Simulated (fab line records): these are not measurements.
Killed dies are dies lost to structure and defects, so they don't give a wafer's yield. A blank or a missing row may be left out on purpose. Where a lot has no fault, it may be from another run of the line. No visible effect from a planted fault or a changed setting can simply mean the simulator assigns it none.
Matching of chambers :: flow gf180mcu :: 4 sister chambers for GF_V3_ETCH_16 on rieDiel-04
The step etches BARC in N2/H2. 24 wafers are shown with their chamber, then 12 later ones without.

WAFERS WITH THEIR CHAMBER
wafer: L074.1
chamber: 3
drypumpMotorCurrentA (A): 6.4
throttleValvePct (%): 13.215
rfFwdPowerW (W): 493.8

wafer: L074.3
chamber: 1
drypumpMotorCurrentA (A): 6.5
throttleValvePct (%): 13.214
rfFwdPowerW (W): 497.0

wafer: L074.5
chamber: 2
drypumpMotorCurrentA (A): 5.9
throttleValvePct (%): 13.235
rfFwdPowerW (W): 494.6

wafer: L077.2
chamber: 3
drypumpMotorCurrentA (A): 6.4
throttleValvePct (%): 13.211
rfFwdPowerW (W): 492.6

wafer: L077.3
chamber: 0
drypumpMotorCurrentA (A): 5.3
throttleValvePct (%): 13.225
rfFwdPowerW (W): 493.5

wafer: L077.5
chamber: 1
drypumpMotorCurrentA (A): 6.5
throttleValvePct (%): 13.217
rfFwdPowerW (W): 494.0

wafer: L076.1
chamber: 3
drypumpMotorCurrentA (A): 6.4
throttleValvePct (%): 13.224
rfFwdPowerW (W): 495.0

wafer: L076.2
chamber: 0
drypumpMotorCurrentA (A): 5.3
throttleValvePct (%): 13.216
rfFwdPowerW (W): 494.2

wafer: L076.3
chamber: 1
drypumpMotorCurrentA (A): 6.5
throttleValvePct (%): 13.206
rfFwdPowerW (W): 495.3

wafer: L076.4
chamber: 2
drypumpMotorCurrentA (A): 5.9
throttleValvePct (%): 13.257
rfFwdPowerW (W): 495.9

wafer: L076.5
chamber: 2
drypumpMotorCurrentA (A): 5.9
throttleValvePct (%): 13.234
rfFwdPowerW (W): 498.8

wafer: L076.6
chamber: 1
drypumpMotorCurrentA (A): 6.5
throttleValvePct (%): 13.215
rfFwdPowerW (W): 495.1

wafer: L081.1
chamber: 1
drypumpMotorCurrentA (A): 6.5
throttleValvePct (%): 13.239
rfFwdPowerW (W): 495.8

wafer: L081.2
chamber: 3
drypumpMotorCurrentA (A): 6.4
throttleValvePct (%): 13.215
rfFwdPowerW (W): 496.5

wafer: L081.3
chamber: 0
drypumpMotorCurrentA (A): 5.3
throttleValvePct (%): 13.237
rfFwdPowerW (W): 495.0

wafer: L085.1
chamber: 1
drypumpMotorCurrentA (A): 6.5
throttleValvePct (%): 13.216
rfFwdPowerW (W): 496.1

wafer: L085.4
chamber: 0
drypumpMotorCurrentA (A): 5.2
throttleValvePct (%): 13.211
rfFwdPowerW (W): 492.0

wafer: L085.6
chamber: 0
drypumpMotorCurrentA (A): 5.3
throttleValvePct (%): 13.228
rfFwdPowerW (W): 492.7

wafer: L086.1
chamber: 1
drypumpMotorCurrentA (A): 6.5
throttleValvePct (%): 13.217
rfFwdPowerW (W): 493.0

wafer: L086.2
chamber: 2
drypumpMotorCurrentA (A): 6.0
throttleValvePct (%): 13.225
rfFwdPowerW (W): 496.2

wafer: L086.3
chamber: 3
drypumpMotorCurrentA (A): 6.4
throttleValvePct (%): 13.203
rfFwdPowerW (W): 490.8

wafer: L089.2
chamber: 1
drypumpMotorCurrentA (A): 6.5
throttleValvePct (%): 13.223
rfFwdPowerW (W): 494.7

wafer: L089.4
chamber: 2
drypumpMotorCurrentA (A): 6.0
throttleValvePct (%): 13.240
rfFwdPowerW (W): 498.7

wafer: L089.6
chamber: 1
drypumpMotorCurrentA (A): 6.5
throttleValvePct (%): 13.237
rfFwdPowerW (W): 495.8

SIGNATURES (averages over the wafers above)
reading: drypumpMotorCurrentA
chamber 0: 5.280
chamber 1: 6.500
chamber 2: 5.940
chamber 3: 6.400
scatter within a chamber: 0.0316

reading: throttleValvePct
chamber 0: 13.22340
chamber 1: 13.22044
chamber 2: 13.23820
chamber 3: 13.21360
scatter within a chamber: 0.0104

reading: rfFwdPowerW
chamber 0: 493.480
chamber 1: 495.200
chamber 2: 496.840
chamber 3: 493.740
scatter within a chamber: 1.58
Rule: a wafer lies at a distance from a chamber equal to the root of the sum of squares, over the readings, of (its reading less the chamber's mean, divided by the reading's scatter). The wafer belongs to the nearest chamber; if the next one is less than 2 further off, it can't be placed. How the scatter is found: for the shown wafers, subtract from each reading the mean of its chamber, square and add these, divide the total by (wafers less chambers), then take the root.

WAFERS WITHOUT THEIR CHAMBER
wafer: L088.2
drypumpMotorCurrentA (A): 6.4
throttleValvePct (%): 13.217
rfFwdPowerW (W): 494.2

wafer: L088.4
drypumpMotorCurrentA (A): 6.0
throttleValvePct (%): 13.231
rfFwdPowerW (W): 497.8

wafer: L088.5
drypumpMotorCurrentA (A): 6.4
throttleValvePct (%): 13.211
rfFwdPowerW (W): 493.0

wafer: L091.2
drypumpMotorCurrentA (A): 5.3
throttleValvePct (%): 13.238
rfFwdPowerW (W): 492.9

wafer: L091.3
drypumpMotorCurrentA (A): 6.5
throttleValvePct (%): 13.219
rfFwdPowerW (W): 494.5

wafer: L091.4
drypumpMotorCurrentA (A): 6.4
throttleValvePct (%): 13.233
rfFwdPowerW (W): 493.8

wafer: L093.2
drypumpMotorCurrentA (A): 5.3
throttleValvePct (%): 13.217
rfFwdPowerW (W): 492.0

wafer: L093.3
drypumpMotorCurrentA (A): 6.4
throttleValvePct (%): 13.236
rfFwdPowerW (W): 492.8

wafer: L093.6
drypumpMotorCurrentA (A): 5.3
throttleValvePct (%): 13.220
rfFwdPowerW (W): 492.2

wafer: L094.1
drypumpMotorCurrentA (A): 6.4
throttleValvePct (%): 13.225
rfFwdPowerW (W): 492.2

wafer: L094.3
drypumpMotorCurrentA (A): 6.5
throttleValvePct (%): 13.227
rfFwdPowerW (W): 495.7

wafer: L094.5
drypumpMotorCurrentA (A): 6.4
throttleValvePct (%): 13.210
rfFwdPowerW (W): 492.5

THE CHAMBER EACH PASSED THROUGH
wafer: L088.2
from the rows above: 3
in truth: 3

wafer: L088.4
from the rows above: 2
in truth: 2

wafer: L088.5
from the rows above: 3
in truth: 3

wafer: L091.2
from the rows above: 0
in truth: 0

wafer: L091.3
from the rows above: 1
in truth: 1

wafer: L091.4
from the rows above: can't be placed: 3 or 1
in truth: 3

wafer: L093.2
from the rows above: 0
in truth: 0

wafer: L093.3
from the rows above: can't be placed: 3 or 1
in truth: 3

wafer: L093.6
from the rows above: 0
in truth: 0

wafer: L094.1
from the rows above: 3
in truth: 3

wafer: L094.3
from the rows above: 1
in truth: 1

wafer: L094.5
from the rows above: 3
in truth: 3
Placed correctly: 10 of 12. From these rows, 2 cannot be placed; in 2 the true chamber is one of the candidates. Placed wrongly: 0.
